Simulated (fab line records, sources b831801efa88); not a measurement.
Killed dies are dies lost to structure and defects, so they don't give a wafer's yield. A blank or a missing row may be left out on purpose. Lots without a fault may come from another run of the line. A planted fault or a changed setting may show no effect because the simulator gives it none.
A sampling plan put to the test | flow sky130 | one fab line, 6 faults that these records tell of, each judged on the records of the lots that it struck
The plan is the line's own looks: the steps of the route at which a gauge or an inspection reads the wafer and doesn't change it. A look can be judged if struck wafers have a number there and the file gives its usual mean and standard deviation on fault-free wafers. Caught: at a look after the fault's first step, the mean of the struck wafers lies 4 or more of those standard deviations (sigma) from the usual mean. On the tool: the same test on the tool's own readings at the fault's steps. Another recipe on the struck wafers, or a record that is blank for them alone, also counts as caught.

THE FAULTS, as the simulator had put them in
1. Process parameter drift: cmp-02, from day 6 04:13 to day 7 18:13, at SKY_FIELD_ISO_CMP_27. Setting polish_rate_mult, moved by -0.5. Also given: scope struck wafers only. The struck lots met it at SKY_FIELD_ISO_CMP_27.
2. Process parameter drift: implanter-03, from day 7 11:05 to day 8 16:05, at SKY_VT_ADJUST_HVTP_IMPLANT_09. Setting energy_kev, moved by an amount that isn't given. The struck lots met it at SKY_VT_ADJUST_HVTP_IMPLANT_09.
3. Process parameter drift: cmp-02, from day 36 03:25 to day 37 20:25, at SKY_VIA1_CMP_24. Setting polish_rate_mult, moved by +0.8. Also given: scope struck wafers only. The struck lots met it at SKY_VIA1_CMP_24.
4. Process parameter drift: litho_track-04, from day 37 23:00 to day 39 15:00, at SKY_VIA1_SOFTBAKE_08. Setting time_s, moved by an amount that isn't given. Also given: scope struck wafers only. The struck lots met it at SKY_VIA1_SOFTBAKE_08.
5. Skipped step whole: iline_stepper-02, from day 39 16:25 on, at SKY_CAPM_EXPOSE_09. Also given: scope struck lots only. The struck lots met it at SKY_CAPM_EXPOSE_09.
6. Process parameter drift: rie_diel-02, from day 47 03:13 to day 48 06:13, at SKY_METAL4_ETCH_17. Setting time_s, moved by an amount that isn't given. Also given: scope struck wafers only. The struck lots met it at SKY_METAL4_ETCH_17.

WHAT THE PLAN SAW
fault | on the tool itself                  | first look that catches it                   | reading, sigma | median hours from its first step to that look | hours from the fault's start to the first struck lot there | judged looks passed uncaught
1     | time_to_endpoint_s +27 sigma        | not the one look that can be judged after it | -              | -                                             | -                                                          | 1
2     | beam_energy_keV +99 or beyond sigma | no look after it can be judged               | -              | -                                             | -                                                          | 0
3     | time_to_endpoint_s -7.3 sigma       | no look after it can be judged               | -              | -                                             | -                                                          | 0
4     | run_length_s -78 sigma              | no look after it can be judged               | -              | -                                             | -                                                          | 0
5     | no reading that can be judged       | no look after it can be judged               | -              | -                                             | -                                                          | 0
6     | oes_product_au +4.1 sigma           | not the one look that can be judged after it | -              | -                                             | -                                                          | 1
A dash: the fault isn't caught, or these records don't give the number.

Caught at a look: 0 of 6. Caught on the tool: 5 of 6. By one or the other: 5 of 6.
Caught on the tool alone: faults 1, 2, 3, 4, 6.
Caught by neither: fault 5.
